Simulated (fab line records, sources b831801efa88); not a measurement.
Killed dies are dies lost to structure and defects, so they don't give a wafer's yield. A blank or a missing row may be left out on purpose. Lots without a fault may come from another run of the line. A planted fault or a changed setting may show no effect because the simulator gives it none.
fab line records | flow gf180mcu
record lots=5 wafers=15 last_day=34
route steps=602 shown V4@479 MIM@503
lots that met no fault: from a run of the same line without faults
start_h: hours from the record's first day to the start of the lot's first wafer shown | wait_h: hours since the lot's step before | " the same as in the row above | L1.1+2: a row that stands for several wafers | - no value, or no start given | * or withheld: withheld | < > ~ a bound
route shown NAME@n: a module of which the file shows steps, and the number in the route of the first | usual: mean/standard deviation of fault-free wafers | same: alike in all rows | chamber/n: place in a boat | sites: the reading at each site | _std_site: their standard deviation | _edge_site: outer sites' mean less inner sites' | radius_mm: how far each site lies from the wafer's centre | mask NAME#n: copy n | behind: the tool/chamber that last shaped the wafer | hold: why the lot was held/for how many hours/how that ended | device: the transistor (n, p or np) that didn't switch | end of line: the same wafers' tests at the end of the route | a step without rows: its recipe alone | killed: dies lost to structure and defects at the first sort, not the wafer's yield | map: a wafer's dies, x killed, . not, _ none there
set.NAME: the setting as run; set.NAME@STEP: as run at that earlier step | model.NAME: the simulator's own value behind a step, which no gauge read
lots at some steps of the route; a table a step, a row a wafer
services: from which hour (start_h, from the record's first day; less than 0 if before it) a tool's chamber was out of use, for how many hours, and why
## steps
# step GF_V4_THK_MEAS_03
# recipe reads=SiO2_of_V4_CVD_02
# usual V4_CVD_02_THK=854/11
# columns lot.wafer tool chamber start_h wait_h V4_CVD_02_THK[nm]
L081.2 film_metro-04 - 602.78 0.0 856
L081.3 " - " " 841
L081.6 " - " " 870
L084.1 film_metro-01 - 625.06 0.0 838
L084.2 " - " " 840
L084.4 " - " " 853
L093.2 film_metro-04 - 685.78 0.0 830
L093.5 " - " " 844
L093.6 " - " " 856
L095.1 film_metro-01 - 693.79 0.0 842
L095.2 " - " " 854
L095.3 " - " " 838
L097.3 film_metro-03 - 711.86 0.1 850
L097.5 " - " " 877
L097.6 " - " " 877
# step GF_V4_CMP_04
# recipe material=SiO2 down_force_psi=4 platen_rpm=60 pad_velocity_m_s=0.94248
# usual motor_current_A=12.3/1.7 slurry_flow_ml_min=150.0/0.46 time_to_endpoint_s=83/6.5
# columns lot.wafer tool chamber start_h wait_h motor_current_A slurry_flow_ml_min time_to_endpoint_s
L081.2 cmp-01 0 602.93 0.1 12.4 150.1 81
L081.3 " 1 " " 12.0 150.1 75
L081.6 " 3 " " 10.1 149.7 90
L084.2 cmp-01 3 625.12 0.0 10.6 149.5 82
L084.1 " 0 " " 11.6 150.2 81
L084.4 " 1 " " 10.8 149.6 80
L093.2 cmp-01 2 685.88 0.1 11.1 149.9 77
L093.5 " 1 " " 11.4 149.8 74
L093.6 " 2 " " 11.3 149.6 86
L095.1 cmp-01 1 693.85 0.1 11.2 149.3 70
L095.2 " 2 " " 11.1 149.8 84
L095.3 " 3 " " 10.6 150.0 77
L097.3 cmp-02 3 712.00 0.1 14.2 149.7 87
L097.5 " 1 " " 14.9 149.9 87
L097.6 " 2 " " 11.1 149.9 100
# step GF_V4_BOW_MEAS_05
# recipe mode=bow
# usual V4_BOW=134/9.4
# columns lot.wafer tool chamber start_h wait_h V4_BOW[um]
L081.2 film_metro-04 - 603.15 0.2 133
L081.3 " - " " 129
L081.6 " - " " 125
L084.1 film_metro-04 - 625.43 0.2 133
L084.2 " - " " 134
L084.4 " - " " 125
L093.2 film_metro-01 - 686.15 0.2 157
L093.5 " - " " 158
L093.6 " - " " 149
L095.1 film_metro-01 - 694.15 0.2 154
L095.2 " - " " 141
L095.3 " - " " 130
L097.3 film_metro-03 - 712.27 0.2 136
L097.5 " - " " 126
L097.6 " - " " 143
# step GF_V4_DEHYDRATE_06
# recipe temp_c=200 time_s=60
# columns lot.wafer tool chamber start_h wait_h
L081.2+3+6 litho_track-02 0 612.74 9.6
L084.1+2+4 litho_track-03 0 634.73 9.3
L093.2+5+6 litho_track-01 0 694.25 8.1
L095.1+2+3 litho_track-01 0 703.52 9.4
L097.3+5+6 litho_track-02 0 720.57 8.3
# step GF_V4_HMDS_07
# recipe prime_time_s=60 prime_temp_c=120
# columns lot.wafer tool chamber start_h wait_h
L081.2+3+6 litho_track-02 0 612.89 0.1
L084.1+2+4 litho_track-03 0 634.88 0.1
L093.2+5+6 litho_track-01 0 694.40 0.1
L095.1+2+3 litho_track-01 0 703.67 0.1
L097.3+5+6 litho_track-02 0 720.72 0.1
# step GF_V4_COAT_08
# recipe resist=BARC temp_c=withheld time_s=withheld spin_rpm=withheld resist_thk_nm=withheld
# columns lot.wafer tool chamber start_h wait_h
L081.2+3+6 litho_track-02 0 613.04 0.1
L084.1+2+4 litho_track-03 0 635.03 0.1
L093.2+5+6 litho_track-01 0 694.55 0.1
L095.1+2+3 litho_track-01 0 703.82 0.1
L097.3+5+6 litho_track-02 0 720.87 0.1
# step GF_V4_COAT_09
# recipe resist=KrF spin_rpm=withheld resist_thk_nm=1000
# columns lot.wafer tool chamber start_h wait_h
L081.2+3+6 litho_track-02 0 - -
L084.1+2+4 litho_track-03 0 - -
L093.2+5+6 litho_track-01 0 - -
L095.1+2+3 litho_track-01 0 - -
L097.3+5+6 litho_track-02 0 - -
# step GF_V4_SOFTBAKE_10
# recipe temp_c=130 time_s=60 resist=KrF
# columns lot.wafer tool chamber start_h wait_h
L081.2+3+6 litho_track-02 0 - -
L084.1+2+4 litho_track-03 0 - -
L093.2+5+6 litho_track-01 0 - -
L095.1+2+3 litho_track-01 0 - -
L097.3+5+6 litho_track-02 0 - -
# step GF_V4_EXPOSE_11
# recipe mask_id=Via4 target_cd_nm=260 na=0.68 source_shape=conventional sigma_outer=0.6 dose_mj=38
# usual exposure_dose_mJ_cm2=38.00/0.036 stage_vel_mm_s=500.01/0.26
# columns lot.wafer tool chamber start_h wait_h mask exposure_dose_mJ_cm2 stage_vel_mm_s
L081.2 krf_scanner-01 0 - - Via4#0 38.05 500.14
L081.3 " 0 " " Via4#0 37.99 500.19
L081.6 " 0 " " Via4#0 38.04 500.47
L084.1 krf_scanner-02 0 - - Via4#0 37.97 499.49
L084.2 " 0 " " Via4#0 37.99 499.82
L084.4 " 0 " " Via4#0 37.98 499.53
L093.2 krf_scanner-01 0 - - Via4#0 38.03 499.94
L093.5 " 0 " " Via4#0 38.02 500.01
L093.6 " 0 " " Via4#0 38.05 499.71
L095.1 krf_scanner-02 0 - - Via4#0 38.03 499.58
L095.2 " 0 " " Via4#0 38.04 499.74
L095.3 " 0 " " Via4#0 38.01 499.74
L097.3 krf_scanner-01 0 - - Via4#0 38.03 500.17
L097.5 " 0 " " Via4#0 37.98 499.83
L097.6 " 0 " " Via4#0 37.96 500.11
# step GF_V4_PEB_12
# recipe peb_temp_c=135 peb_time_s=90 resist=KrF
# columns lot.wafer tool chamber start_h wait_h
L081.2+3+6 litho_track-03 0 - -
L084.1+2+4 litho_track-01 0 - -
L093.2+5+6 litho_track-01 0 - -
L095.1+2+3 litho_track-01 0 - -
L097.3+5+6 litho_track-02 0 - -
# step GF_V4_DEVELOP_13
# recipe develop_time_s=60 resist=KrF dev_temp_c=21
# columns lot.wafer tool chamber start_h wait_h
L081.2+3+6 litho_track-03 0 624.06 0.2
L084.1+2+4 litho_track-01 0 645.67 0.2
L093.2+5+6 litho_track-01 0 704.50 0.2
L095.1+2+3 litho_track-01 0 712.27 0.2
L097.3+5+6 litho_track-02 0 729.57 0.1
# step GF_V4_CD_MEAS_14
# recipe target_cd_nm=260
# usual cd_nm=260.1/1.1
# columns lot.wafer tool chamber start_h wait_h cd_nm
L081.2 cd_sem-02 - 624.20 0.1 260.6
L081.3 " - " " 260.9
L081.6 " - " " 260.9
L084.1 cd_sem-01 - 645.82 0.1 259.4
L084.2 " - " " 259.8
L084.4 " - " " 259.7
L093.2 cd_sem-02 - 704.71 0.2 261.3
L093.5 " - " " 260.9
L093.6 " - " " 261.0
L095.1 cd_sem-02 - 712.42 0.1 261.3
L095.2 " - " " 261.8
L095.3 " - " " 261.3
L097.3 cd_sem-02 - 729.71 0.1 259.6
L097.5 " - " " 259.6
L097.6 " - " " 259.1
# step GF_V4_OVL_MEAS_15
# usual V4_OVL=2/5.6
# columns lot.wafer tool chamber start_h wait_h V4_OVL[nm]
L081.2 overlay-02 - 624.31 0.1 7
L081.3 " - " " 9
L081.6 " - " " 6
L084.1 overlay-02 - 645.98 0.1 0
L084.2 " - " " 3
L084.4 " - " " -2
L093.2 overlay-01 - 704.81 0.1 7
L093.5 " - " " 9
L093.6 " - " " 8
L095.1 overlay-02 - 712.54 0.1 -4
L095.2 " - " " -7
L095.3 " - " " -9
L097.3 overlay-02 - 729.80 0.1 8
L097.5 " - " " 4
L097.6 " - " " 7
# step GF_V4_ETCH_16
# recipe chemistry=N2/H2 target_depth_a=withheld overetch_a=withheld time_s=withheld target=BARC ion_energy_ev=194.5 source_w=500 bias_w=100 pressure_mtorr=30 n2_flow_sccm=100 h2_flow_sccm=200
# usual drypump_motor_current_A=5.8/0.55 oes_product_au=0.854/0.0047 throttle_valve_pct=13.225/0.0091
# columns lot.wafer tool chamber start_h wait_h drypump_motor_current_A oes_product_au throttle_valve_pct
L081.2 rie_diel-04 0 624.34 0.0 5.8 0.855 13.224
L081.3 " 3 " " 4.6 0.850 13.216
L081.6 " 1 " " 5.7 0.855 13.223
L084.1 rie_diel-03 0 646.01 0.0 5.9 0.849 13.225
L084.2 " 2 " " 5.8 0.859 13.224
L084.4 " 1 " " 6.4 0.859 13.239
L093.2 rie_diel-03 0 704.84 0.0 5.9 0.852 13.211
L093.5 " 1 " " 6.4 0.867 13.229
L093.6 " 0 " " 6.0 0.853 13.250
L095.1 rie_diel-01 3 712.58 0.0 6.7 0.859 13.231
L095.2 " 1 " " 5.8 0.850 13.238
L095.3 " 2 " " 6.2 0.861 13.224
L097.3 rie_diel-03 0 729.82 0.0 6.0 0.854 13.233
L097.5 " 0 " " 6.0 0.853 13.206
L097.6 " 1 " " 6.4 0.853 13.215
# step GF_V4_ETCH_17
# recipe chemistry=C4F8/O2/Ar mask_material=KrF target=SiO2 stop_on=TiN source_w=1500 bias_w=1200 pressure_mtorr=40 c4f8_flow_sccm=withheld O2_flow_sccm=6 Ar_flow_sccm=300 time_s=withheld target_depth_a=6300
# usual oes_product_au=0.855/0.0051
# columns lot.wafer tool chamber start_h wait_h oes_product_au
L081.2 rie_diel-04 0 - - 0.856
L081.3 " 3 " " 0.855
L081.6 " 1 " " 0.857
L084.1 rie_diel-03 0 - - 0.849
L084.2 " 2 " " 0.867
L084.4 " 1 " " 0.859
L093.2 rie_diel-03 0 - - 0.858
L093.5 " 1 " " 0.850
L093.6 " 0 " " 0.849
L095.1 rie_diel-01 3 - - 0.848
L095.2 " 1 " " 0.857
L095.3 " 2 " " 0.859
L097.3 rie_diel-03 0 - - 0.865
L097.5 " 0 " " 0.857
L097.6 " 1 " " 0.860
# step GF_V4_STRIP_18
# recipe chemistry=O2/N2 power_w=1400 pressure_mtorr=1500 platen_temp_c=250 o2_flow_sccm=3000 n2_flow_sccm=300 overash_fraction=0.5
# usual drypump_motor_current_A=5.79/0.3 heater_power_w=308/23 oes_product_au=0.592/0.0047
# same overash_fraction=0.5
# columns lot.wafer tool chamber start_h wait_h drypump_motor_current_A heater_power_w oes_product_au rf_hours_counter_h
L081.2 plasma_asher-03 1 624.47 - 5.77 323 0.596 55
L081.3 " 0 " " 6.17 265 0.598 -
L081.6 " 1 " " 5.75 332 0.589 -
L084.1 plasma_asher-02 0 646.14 - 5.69 306 0.594 82
L084.2 " 1 " " 5.37 332 0.594 82
L084.4 " 1 " " 5.37 333 0.588 -
L093.2 plasma_asher-01 1 704.97 - 5.92 291 0.595 28
L093.5 " 1 " " 5.91 297 0.596 -
L093.6 " 0 " " 6.17 319 0.584 -
L095.1 plasma_asher-01 1 712.71 - 5.91 293 0.594 29
L095.2 " 0 " " 6.18 305 0.593 29
L095.3 " 1 " " 5.93 286 0.597 -
L097.3 plasma_asher-02 0 729.99 - 5.66 305 0.588 -
L097.5 " 1 " " 5.37 337 0.597 -
L097.6 " 0 " " 5.68 308 0.585 -
# step GF_V4_STRIP_19
# recipe chemistry=post_etch_residue_remover time_s=1200 temp_c=72.5
# columns lot.wafer tool chamber start_h wait_h
L081.2+3+6 wet_bench-04 0 624.57 0.1
L084.1+2+4 wet_bench-01 3 646.24 0.1
L093.2+5+6 wet_bench-03 0 705.07 0.1
L095.1+2+3 wet_bench-01 3 712.89 0.1
L097.3+5+6 wet_bench-01 3 730.05 0.0
# step GF_V4_CLEAN_20
# recipe chemistry=DIW dry=n2_spin
# columns lot.wafer tool chamber start_h wait_h
L081.2+3+6 wet_bench-04 2 624.94 0.0
L084.1+2+4 wet_bench-04 3 646.58 0.0
L093.2+5+6 wet_bench-04 0 705.42 0.0
L095.1+2+3 wet_bench-04 2 713.26 0.0
L097.3+5+6 wet_bench-03 0 730.40 0.0
# step GF_V4_SPUTTER_21
# recipe material=Ti target_thk_nm=15 chamber_pressure_pa=5 power_w=2500 substrate_temp_c=200 time_s=80.02
# usual throttle_valve_pct=29.7/0.7
# columns lot.wafer tool chamber start_h wait_h throttle_valve_pct
L081.2 pvd_sputter-03 - 625.04 0.0 30.0
L081.3 " - " " 28.8
L081.6 " - " " 29.0
L084.1 pvd_sputter-04 - 646.68 0.0 30.3
L084.2 " - " " 30.7
L084.4 " - " " 30.0
L093.2 pvd_sputter-04 - 705.51 0.0 30.3
L093.5 " - " " 29.7
L093.6 " - " " 30.8
L095.1 pvd_sputter-03 - 713.35 0.0 28.5
L095.2 " - " " 29.5
L095.3 " - " " 28.9
L097.3 pvd_sputter-03 - 730.49 0.0 29.4
L097.5 " - " " 29.8
L097.6 " - " " 28.6
# step GF_V4_SPUTTER_22
# recipe material=TiN target_thk_nm=10 chamber_pressure_pa=5 power_w=4000 time_s=40
# usual throttle_valve_pct=29.8/0.67
# columns lot.wafer tool chamber start_h wait_h throttle_valve_pct
L081.2 pvd_sputter-03 - 625.10 0.0 30.1
L081.3 " - " " 28.8
L081.6 " - " " 28.7
L084.1 pvd_sputter-04 - 646.74 0.0 30.2
L084.2 " - " " 31.2
L084.4 " - " " 29.7
L093.2 pvd_sputter-04 - 705.57 0.0 30.3
L093.5 " - " " 29.8
L093.6 " - " " 30.9
L095.1 pvd_sputter-03 - 713.41 0.0 28.9
L095.2 " - " " 29.4
L095.3 " - " " 28.9
L097.3 pvd_sputter-03 - 730.55 0.0 29.6
L097.5 " - " " 30.2
L097.6 " - " " 29.0
# step GF_V4_CVD_23
# recipe material=W target_thk_nm=350 time_s=104.9 temp_c=400 pressure_torr=40
# usual heater_power_w=900/78 susceptor_temp_C=400.02/0.24
# columns lot.wafer tool chamber start_h wait_h heater_power_w since_wet_clean_h susceptor_temp_C
L081.2 cvd_w-02 0 625.14 0.0 942 221 399.57
L081.3 " 1 " " 782 - 399.66
L081.6 " 1 " " 790 - 399.84
L084.1 cvd_w-01 0 646.78 0.0 987 743 400.06
L084.2 " 1 " " 846 743 400.15
L084.4 " 0 " " 990 - 400.14
L093.2 cvd_w-01 0 705.61 0.0 987 802 400.18
L093.5 " 0 " " 983 - 399.54
L093.6 " 1 " " 840 - 400.48
L095.1 cvd_w-01 1 713.45 0.0 836 809 399.96
L095.2 " 0 " " 963 809 400.28
L095.3 " 0 " " 1001 - 400.11
L097.3 cvd_w-02 0 730.62 0.1 953 - 400.07
L097.5 " 0 " " 948 - 400.02
L097.6 " 1 " " 802 - 400.06
# step GF_V4_RS_MEAS_24
# recipe thk_meas_gauge=four-point-probe reads=W_of_V4_CVD_23+TiN_of_V4_SPUTTER_22+Ti_of_V4_SPUTTER_21
# usual V4_W_RS=0.324/0.0036
# columns lot.wafer tool chamber start_h wait_h V4_W_RS[ohm/sq]
L081.2 film_metro-04 - 625.27 0.1 0.329
L081.3 " - " " 0.326
L081.6 " - " " 0.326
L084.1 film_metro-03 - 646.89 0.1 0.323
L084.2 " - " " 0.329
L084.4 " - " " 0.323
L093.2 film_metro-04 - 705.74 0.1 0.321
L093.5 " - " " 0.324
L093.6 " - " " 0.323
L095.1 film_metro-01 - 713.57 0.1 0.321
L095.2 " - " " 0.319
L095.3 " - " " 0.324
L097.3 film_metro-03 - 730.74 0.1 0.326
L097.5 " - " " 0.327
L097.6 " - " " 0.328
# step GF_V4_THK_MEAS_25
# recipe thk_meas_gauge=xrf reads=W_of_V4_CVD_23
# usual V4_W_THK=353/6.1
# columns lot.wafer tool chamber start_h wait_h V4_W_THK[nm]
L081.2 film_metro-04 - 625.38 0.1 338
L081.3 " - " " 345
L081.6 " - " " 343
L084.1 film_metro-03 - 647.01 0.1 351
L084.2 " - " " 345
L084.4 " - " " 353
L093.2 film_metro-04 - 705.85 0.1 353
L093.5 " - " " 350
L093.6 " - " " 350
L095.1 film_metro-01 - 713.69 0.1 365
L095.2 " - " " 364
L095.3 " - " " 361
L097.3 film_metro-03 - 730.84 0.1 352
L097.5 " - " " 351
L097.6 " - " " 351
# step GF_V4_CMP_26
# recipe stop_on=SiO2 down_force_psi=3.5 platen_rpm=60 t_overpolish_s=15 target_thk_nm=0 pad_velocity_m_s=0.94248
# usual motor_current_A=12.1/1.6 overpolish_run_s=15.000/0.0082 slurry_flow_ml_min=150.1/0.51 time_to_endpoint_s=86/4.7
# columns lot.wafer tool chamber start_h wait_h motor_current_A overpolish_run_s slurry_flow_ml_min time_to_endpoint_s
L081.2 cmp-02 1 625.43 0.0 14.3 14.991 150.2 81
L081.3 " 2 " " 11.0 15.012 149.9 93
L081.6 " 2 " " 10.6 15.005 150.0 92
L084.4 cmp-02 0 647.07 0.0 14.0 14.996 149.6 90
L084.2 " 1 " " 14.1 15.004 150.0 80
L084.1 " 2 " " 10.9 14.984 149.7 91
L093.2 cmp-02 0 705.90 0.0 12.6 15.000 150.3 89
L093.5 " 0 " " 12.9 15.005 150.8 90
L093.6 " 1 " " 14.5 15.001 150.3 84
L095.3 cmp-01 2 713.80 0.1 9.8 15.007 150.2 91
L095.2 " 3 " " 9.4 15.000 150.5 87
L095.1 " 0 " " 10.6 15.004 151.6 85
L097.3 cmp-01 1 731.03 0.2 10.3 14.991 150.9 78
L097.5 " 2 " " 10.4 14.981 150.6 90
L097.6 " 3 " " 9.4 14.993 148.6 84
# step GF_MIM_SPUTTER_00
# recipe material=Ti target_thk_nm=37.5 arriving_ion_energy_ev=80 substrate_temp_c=200 chamber_pressure_pa=2 power_w=4000 time_s=150
# usual throttle_valve_pct=29.7/0.66
# columns lot.wafer tool chamber start_h wait_h throttle_valve_pct
L081.2 pvd_sputter-01 - 625.73 0.2 30.6
L081.3 " - " " 29.9
L081.6 " - " " 30.4
L084.1 pvd_sputter-01 - 647.37 0.1 30.0
L084.2 " - " " 29.4
L084.4 " - " " 30.5
L093.2 pvd_sputter-01 - 706.20 0.2 29.9
L093.5 " - " " 30.6
L093.6 " - " " 30.0
L095.1 pvd_sputter-02 - 714.05 0.1 28.9
L095.2 " - " " 29.3
L095.3 " - " " 30.3
L097.3 pvd_sputter-02 - 731.18 0.1 29.2
L097.5 " - " " 30.8
L097.6 " - " " 30.3
# step GF_MIM_SPUTTER_01
# recipe material=TiN target_thk_nm=30 power_w=6500 time_s=25 chamber_pressure_pa=0.4
# usual throttle_valve_pct=29.7/0.67
# columns lot.wafer tool chamber start_h wait_h throttle_valve_pct
L081.2 pvd_sputter-01 - 625.83 0.1 30.5
L081.3 " - " " 30.2
L081.6 " - " " 30.4
L084.1 pvd_sputter-01 - 647.47 0.1 29.7
L084.2 " - " " 29.1
L084.4 " - " " 30.5
L093.2 pvd_sputter-01 - 706.30 0.1 29.7
L093.5 " - " " 30.4
L093.6 " - " " 30.0
L095.1 pvd_sputter-02 - 714.15 0.1 29.3
L095.2 " - " " 29.4
L095.3 " - " " 30.2
L097.3 pvd_sputter-02 - 731.28 0.1 29.1
L097.5 " - " " 30.8
L097.6 " - " " 30.0
# step GF_MIM_SPUTTER_02
# recipe material=AlCu target_thk_nm=450 power_w=10600 time_s=23.9 chamber_pressure_pa=0.4
# usual throttle_valve_pct=29.7/0.7
# columns lot.wafer tool chamber start_h wait_h throttle_valve_pct
L081.2 pvd_sputter-01 - 625.87 0.0 30.4
L081.3 " - " " 29.9
L081.6 " - " " 30.3
L084.1 pvd_sputter-01 - 647.50 0.0 30.0
L084.2 " - " " 29.2
L084.4 " - " " 30.4
L093.2 pvd_sputter-01 - 706.33 0.0 29.6
L093.5 " - " " 30.5
L093.6 " - " " 30.0
L095.1 pvd_sputter-02 - 714.18 0.0 28.9
L095.2 " - " " 29.1
L095.3 " - " " 30.3
L097.3 pvd_sputter-02 - 731.31 0.0 29.1
L097.5 " - " " 30.7
L097.6 " - " " 30.3
# step GF_MIM_SPUTTER_03
# recipe material=Ti target_thk_nm=10 substrate_temp_c=300 chamber_pressure_pa=0.3 power_w=3000 time_s=6.7
# usual throttle_valve_pct=29.7/0.68
# columns lot.wafer tool chamber start_h wait_h throttle_valve_pct
L081.2 pvd_sputter-01 - 625.90 0.0 30.3
L081.3 " - " " 29.9
L081.6 " - " " 30.5
L084.1 pvd_sputter-01 - 647.53 0.0 29.7
L084.2 " - " " 29.2
L084.4 " - " " 30.7
L093.2 pvd_sputter-01 - 706.36 0.0 29.7
L093.5 " - " " 30.4
L093.6 " - " " 29.8
L095.1 pvd_sputter-02 - 714.21 0.0 29.2
L095.2 " - " " 28.8
L095.3 " - " " 30.3
L097.3 pvd_sputter-02 - 731.34 0.0 29.3
L097.5 " - " " 30.7
L097.6 " - " " 30.1
# step GF_MIM_SPUTTER_04
# recipe material=TiN target_thk_nm=50 power_w=6500 time_s=41.7 chamber_pressure_pa=0.4
# usual throttle_valve_pct=29.7/0.7
# columns lot.wafer tool chamber start_h wait_h throttle_valve_pct
L081.2 pvd_sputter-01 - 625.92 0.0 30.4
L081.3 " - " " 30.1
L081.6 " - " " 30.3
L084.1 pvd_sputter-01 - 647.56 0.0 30.0
L084.2 " - " " 29.0
L084.4 " - " " 30.7
L093.2 pvd_sputter-01 - 706.38 0.0 29.9
L093.5 " - " " 30.6
L093.6 " - " " 29.8
L095.1 pvd_sputter-02 - 714.23 0.0 28.8
L095.2 " - " " 29.1
L095.3 " - " " 30.2
L097.3 pvd_sputter-02 - 731.36 0.0 29.1
L097.5 " - " " 31.1
L097.6 " - " " 30.0
# step GF_MIM_CVD_05
# recipe material=Si3N4 target_thk_nm=42 temp_max_c=400 temp_c=385 time_s=27.96 rf_w=450
# usual heater_power_w=683/75 susceptor_temp_C=385.03/0.24
# columns lot.wafer tool chamber start_h wait_h heater_power_w since_wet_clean_h susceptor_temp_C
L081.2 pecvd-02 2 625.96 0.0 774 660 385.02
L081.3 " 0 " " 632 660 385.07
L081.6 " 0 " " 655 - 385.28
L084.1 pecvd-01 1 647.60 0.0 647 42 384.94
L084.2 " 0 " " 594 42 385.30
L084.4 " 0 " " 601 - 385.21
L093.2 pecvd-04 1 706.42 0.0 591 324 384.84
L093.5 " 0 " " 597 - 385.10
L093.6 " 2 " " 623 - 385.09
L095.1 pecvd-01 2 714.27 0.0 702 109 384.93
L095.2 " 0 " " 714 109 385.08
L095.3 " 1 " " 710 109 384.63
L097.3 pecvd-01 1 731.40 0.0 752 126 385.21
L097.5 " 0 " " 585 - 385.56
L097.6 " 2 " " 805 - 384.72
# step GF_MIM_THK_MEAS_06
# recipe reads=Si3N4_of_MIM_CVD_05
# usual MIM_CVD_05_THK=40.3/0.55
# columns lot.wafer tool chamber start_h wait_h MIM_CVD_05_THK[nm]
L081.2 film_metro-02 - 626.00 0.0 39.5
L081.3 " - " " 40.3
L081.6 " - " " 40.6
L084.1 film_metro-01 - 647.63 0.0 40.3
L084.2 " - " " 40.3
L084.4 " - " " 41.8
L093.2 film_metro-01 - 706.46 0.0 39.6
L093.5 " - " " 40.5
L093.6 " - " " 40.7
L095.1 film_metro-02 - 714.30 0.0 40.1
L095.2 " - " " 40.1
L095.3 " - " " 39.4
L097.3 film_metro-02 - 731.45 0.0 40.1
L097.5 " - " " 41.2
L097.6 " - " " 41.1
# step GF_MIM_SPUTTER_07
# recipe material=TiN target_thk_nm=60 power_w=6500 time_s=50 chamber_pressure_pa=0.4
# usual throttle_valve_pct=29.7/0.68
# columns lot.wafer tool chamber start_h wait_h throttle_valve_pct
L081.2 pvd_sputter-01 - 626.05 0.0 29.2
L081.3 " - " " 29.6
L081.6 " - " " 30.1
L084.1 pvd_sputter-02 - 647.69 0.1 29.8
L084.2 " - " " 30.9
L084.4 " - " " 29.1
L093.2 pvd_sputter-03 - 706.51 0.0 28.9
L093.5 " - " " 29.5
L093.6 " - " " 30.0
L095.1 pvd_sputter-01 - 714.36 0.1 29.8
L095.2 " - " " 28.8
L095.3 " - " " 29.8
L097.3 pvd_sputter-01 - 731.49 0.0 29.3
L097.5 " - " " 29.2
L097.6 " - " " 30.4
# step GF_MIM_SPUTTER_08
# recipe material=AlCu target_thk_nm=200 power_w=10600 time_s=10.6 chamber_pressure_pa=0.4
# usual throttle_valve_pct=29.7/0.68
# columns lot.wafer tool chamber start_h wait_h throttle_valve_pct
L081.2 pvd_sputter-01 - 626.09 0.0 29.0
L081.3 " - " " 30.0
L081.6 " - " " 29.8
L084.1 pvd_sputter-02 - 647.73 0.0 30.2
L084.2 " - " " 31.1
L084.4 " - " " 29.2
L093.2 pvd_sputter-03 - 706.56 0.0 29.1
L093.5 " - " " 29.2
L093.6 " - " " 30.2
L095.1 pvd_sputter-01 - 714.40 0.0 29.7
L095.2 " - " " 29.2
L095.3 " - " " 29.8
L097.3 pvd_sputter-01 - 731.54 0.0 29.3
L097.5 " - " " 29.3
L097.6 " - " " 30.5
# step GF_MIM_SPUTTER_09
# recipe material=TiN target_thk_nm=35 power_w=6500 time_s=29.2 chamber_pressure_pa=0.4
# usual throttle_valve_pct=29.7/0.67
# columns lot.wafer tool chamber start_h wait_h throttle_valve_pct
L081.2 pvd_sputter-01 - 626.12 0.0 29.1
L081.3 " - " " 29.6
L081.6 " - " " 29.9
L084.1 pvd_sputter-02 - 647.75 0.0 29.9
L084.2 " - " " 30.9
L084.4 " - " " 29.3
L093.2 pvd_sputter-03 - 706.58 0.0 29.0
L093.5 " - " " 29.3
L093.6 " - " " 30.1
L095.1 pvd_sputter-01 - 714.43 0.0 29.8
L095.2 " - " " 29.1
L095.3 " - " " 29.9
L097.3 pvd_sputter-01 - 731.56 0.0 29.2
L097.5 " - " " 29.0
L097.6 " - " " 30.4
# step GF_MIM_RS_MEAS_10
# recipe thk_meas_gauge=four-point-probe reads=TiN_of_MIM_SPUTTER_09+AlCu_of_MIM_SPUTTER_08+TiN_of_MIM_SPUTTER_07
# usual MIM_ALCU_RS=0.1609/0.0026
# columns lot.wafer tool chamber start_h wait_h MIM_ALCU_RS[ohm/sq]
L081.2 film_metro-02 - 626.17 0.0 0.1612
L081.3 " - " " 0.1608
L081.6 " - " " 0.1590
L084.1 film_metro-02 - 647.79 0.0 0.1595
L084.2 " - " " 0.1546
L084.4 " - " " 0.1576
L093.2 film_metro-02 - 706.63 0.0 0.1619
L093.5 " - " " 0.1626
L093.6 " - " " 0.1693
L095.1 film_metro-02 - 714.46 0.0 0.1605
L095.2 " - " " 0.1591
L095.3 " - " " 0.1594
L097.3 film_metro-02 - 731.63 0.1 0.1613
L097.5 " - " " 0.1608
L097.6 " - " " 0.1658
# step GF_MIM_THK_MEAS_11
# recipe thk_meas_gauge=xrf reads=AlCu_of_MIM_SPUTTER_08
# usual MIM_ALCU_THK=202/3.4
# columns lot.wafer tool chamber start_h wait_h MIM_ALCU_THK[nm]
L081.2 film_metro-02 - 626.28 0.1 203
L081.3 " - " " 203
L081.6 " - " " 204
L084.1 film_metro-02 - 647.91 0.1 205
L084.2 " - " " 210
L084.4 " - " " 206
L093.2 film_metro-02 - 706.74 0.1 199
L093.5 " - " " 199
L093.6 " - " " 192
L095.1 film_metro-02 - 714.58 0.1 202
L095.2 " - " " 204
L095.3 " - " " 204
L097.3 film_metro-02 - 731.73 0.1 201
L097.5 " - " " 203
L097.6 " - " " 197
# step GF_MIM_DEHYDRATE_12
# recipe temp_c=200 time_s=60
# columns lot.wafer tool chamber start_h wait_h
L081.2+3+6 litho_track-03 0 635.51 9.2
L084.1+2+4 litho_track-02 0 657.27 9.4
L093.2+5+6 litho_track-02 0 714.24 7.5
L095.1+2+3 litho_track-03 0 723.73 9.1
L097.3+5+6 litho_track-04 0 739.79 8.0
# step GF_MIM_HMDS_13
# recipe prime_time_s=60 prime_temp_c=120
# columns lot.wafer tool chamber start_h wait_h
L081.2+3+6 litho_track-03 0 635.66 0.1
L084.1+2+4 litho_track-02 0 657.42 0.1
L093.2+5+6 litho_track-02 0 714.39 0.1
L095.1+2+3 litho_track-03 0 723.88 0.1
L097.3+5+6 litho_track-04 0 739.94 0.1
# step GF_MIM_COAT_14
# recipe resist=NOVOLAK spin_rpm=3000 resist_thk_nm=1000
# columns lot.wafer tool chamber start_h wait_h
L081.2+3+6 litho_track-03 0 635.81 0.1
L084.1+2+4 litho_track-02 0 657.57 0.1
L093.2+5+6 litho_track-02 0 714.54 0.1
L095.1+2+3 litho_track-03 0 724.03 0.1
L097.3+5+6 litho_track-04 0 740.09 0.1
## services
# columns tool chamber start_h hours kind
pecvd-01 - 591.12 14.0 pm
krf_scanner-01 - 593.14 1.3 pm
pvd_sputter-02 - 593.36 6.3 repair
pecvd-01 - 598.18 1.6 repair
rie_diel-03 1 599.00 3.5 repair
krf_scanner-01 - 602.90 0.5 repair
krf_scanner-01 - 626.96 0.5 repair
krf_scanner-01 - 628.79 0.8 pm
krf_scanner-01 - 644.70 0.8 pm
rie_diel-03 1 647.58 11.9 repair
pvd_sputter-02 - 648.42 3.8 repair
krf_scanner-01 - 652.19 1.0 pm
pvd_sputter-04 - 653.34 5.0 repair
wet_bench-01 - 657.39 2.0 repair
pecvd-01 - 664.82 2.0 repair
cmp-02 - 668.62 0.6 repair
cmp-02 - 677.04 3.2 repair
krf_scanner-01 - 689.23 0.3 repair
rie_diel-03 3 691.53 1.5 repair
pecvd-01 0 700.27 4.0 repair
cmp-02 - 718.58 4.1 pm
cmp-01 - 720.70 0.6 repair
pvd_sputter-02 - 721.56 1.1 repair
cmp-01 - 724.79 1.0 repair
## key
fault none
